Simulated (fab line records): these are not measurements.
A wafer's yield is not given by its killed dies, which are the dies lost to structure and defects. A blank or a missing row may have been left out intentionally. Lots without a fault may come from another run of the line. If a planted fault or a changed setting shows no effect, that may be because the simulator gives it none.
A struck lot beside a sound one    flow sky130    26 out of 708 route steps
Sound: these wafers, L849.1, L849.3, L849.6. Struck: wafers L859.3, L859.5 (left out: L859.1, a lot-mate that was not struck); the cause follows at the end.
For every step that has rows: the tool of each side, followed by ch and its chambers, followed by its first start. Under that, the readings that differ: sound wafers    struck wafers    difference of the means    sigmas: that difference in standard deviations of wafers without a fault.
alike: words and numbers the same on both sides, and readings whose means are apart by under 2 such deviations; not compared: readings that were withheld, readings missing a value for some wafer, numbers with overlapping values and no deviation given by the record, and bounds like >300 which may hide the same value.
Wherever a step has rows on one side only, a row that says differs or no value, or a row with sigmas, the two part there. Numbers that don't overlap but have no deviation are shown without sigmas and don't part them. Lack of a reading on every wafer of one side parts them only where that side has two or more wafers.

first, 6 steps without rows for these wafers: SKY_SD_N_IMPLANT_10; SKY_SD_N_STRIP_11 (strips in O2/N2); SKY_SD_N_CLEAN_13 (cleans in SC1/SC2, time 150 s); SKY_SD_N_RTA_14 (time 2 s); SKY_SALICIDE_CLEAN_00 (cleans in HF-last, time 30 s); SKY_LI_CONTACT_HDPCVD_00 (deposits PSG, target thk 930 nm, time 155 s).
SKY_LI_CONTACT_CMP_02: polishes PSG.
  sound on cmp-01 ch 1,3, day 30 01:49; struck on cmp-01 ch 2,3, day 33 03:30
reading                                        sound              struck       difference  sigmas
time to endpoint s (s)                         32.6 34.1 35.9     42.5 43.1    +8.6        +3
model.PSG_of_LI_CONTACT_HDPCVD_00.thk nm (nm)  596.1 596.6 597.3  494.6 495.1  -101.8      
  alike: head pressure psi, motor current A
then, 9 steps without rows for these wafers: SKY_LI_CONTACT_DEHYDRATE_04 (time 60 s); SKY_LI_CONTACT_HMDS_05 (prime time 60 s); SKY_LI_CONTACT_COAT_06 (resist thk 60 nm); SKY_LI_CONTACT_COAT_07 (resist thk 450 nm); SKY_LI_CONTACT_SOFTBAKE_08 (time 90 s); SKY_LI_CONTACT_EXPOSE_09 (exposes mask LICM1, target cd 170 nm); SKY_LI_CONTACT_PEB_10; SKY_LI_CONTACT_DEVELOP_11 (develop time 60 s); SKY_LI_CONTACT_ETCH_14 (etches BARC in N2/H2, stops on SiO2, time 45.9 s, target depth 60 nm).
SKY_LI_CONTACT_ETCH_15: etches PSG in C4F8/O2/Ar, stops on Si, target depth 600 nm.
  sound on rie diel-01 ch 2,3, day 31 06:31; struck on rie diel-02 ch 2, day 34 06:34
reading                                 sound              struck       difference  sigmas
oes product au (a.u.)                   0.840 0.833 0.836  0.746 0.755  -0.086      -18
model.LI_CONTACT.feature depth nm (nm)  596.1 596.6 597.3  494.6 495.1  -101.8      
model.etch.depth nm (nm)                596.1 596.6 597.3  494.6 495.1  -101.8      
then, 6 steps without rows for these wafers: SKY_LI_CONTACT_STRIP_16 (strips in O2/N2); SKY_LI_CONTACT_CLEAN_17 (cleans in NMP, time 600 s); SKY_LI_CONTACT_PRE_CLEAN_18 (time 5.6 s); SKY_LI_CONTACT_SPUTTER_19 (material Ti, target thk 20 nm, time 106.37 s); SKY_LI_CONTACT_SPUTTER_20 (material TiN, target thk 20 nm, time 80 s); SKY_LI_CONTACT_CVD_21 (deposits W, target thk 400 nm, time 120.56 s).
SKY_LI_CONTACT_CMP_24: polishes, stops on PSG, t overpolish 20 s, target thk 0 nm.
  sound on cmp-01 ch 2,3, day 31 07:23; struck on cmp-02 ch 0, day 34 07:27
reading                                        sound              struck       difference  sigmas
model.PSG_of_LI_CONTACT_HDPCVD_00.thk nm (nm)  586.6 587.1 587.8  485.2 485.7  -101.7      
  alike: head pressure psi, motor current A
then, 1 step without rows for these wafers: SKY_LOCAL_INTERCONNECT_SPUTTER_00 (material TiN, target thk 100 nm, time 83.3 s).
-- here the record skips 15 days between the struck wafers' starts before and after, leaving off in module LOCAL_INTERCONNECT and picking up in module PAD_OPEN (first step shown: number 708 of the route) --
SKY_PAD_OPEN_PROBE_99:
  sound on prober-01, day 47 06:47; struck on prober-01, day 49 13:09
reading                              sound              struck       difference  sigmas
model.etest.licon pdiff.rc ohm       572.2 567.5 554.8  535.2 529.6  -32.4       
model.etest.cap li to poly.c af um2  99.46 99.26 98.02  136.3 137.8  +38.1       
model.etest.licon ndiff.rc ohm       174.5 185.2 179.5  159.5 159.8  -20.1       
model.etest.licon poly.rc ohm        155.2 155.9 150.3  142.7 144.4  -10.2       
model.etest.cap li to well.c af um2  37.37 36.51 37.97  42.19 40.7   +4.16       
  alike: killed_at_M0_to_M3, killed_at_M4_up, killed at contacts, killed at front end, killed at other, killed dies, killed open, killed short
  not compared: model.etest.licon high po.rc ohm, model.etest.sonos uncharged.r on ohm um

== WHERE THEY PART ==
Earliest at SKY_LI_CONTACT_CMP_02; latest, in this record, at SKY_LI_CONTACT_ETCH_15. Later steps at which nothing parts them and some readings are alike: SKY_LI_CONTACT_CMP_24, SKY_PAD_OPEN_PROBE_99.

WHY: what the simulator had put in
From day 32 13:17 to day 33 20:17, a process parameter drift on cmp-01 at SKY_LI_CONTACT_CMP_02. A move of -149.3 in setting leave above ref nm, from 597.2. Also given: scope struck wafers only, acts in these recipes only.
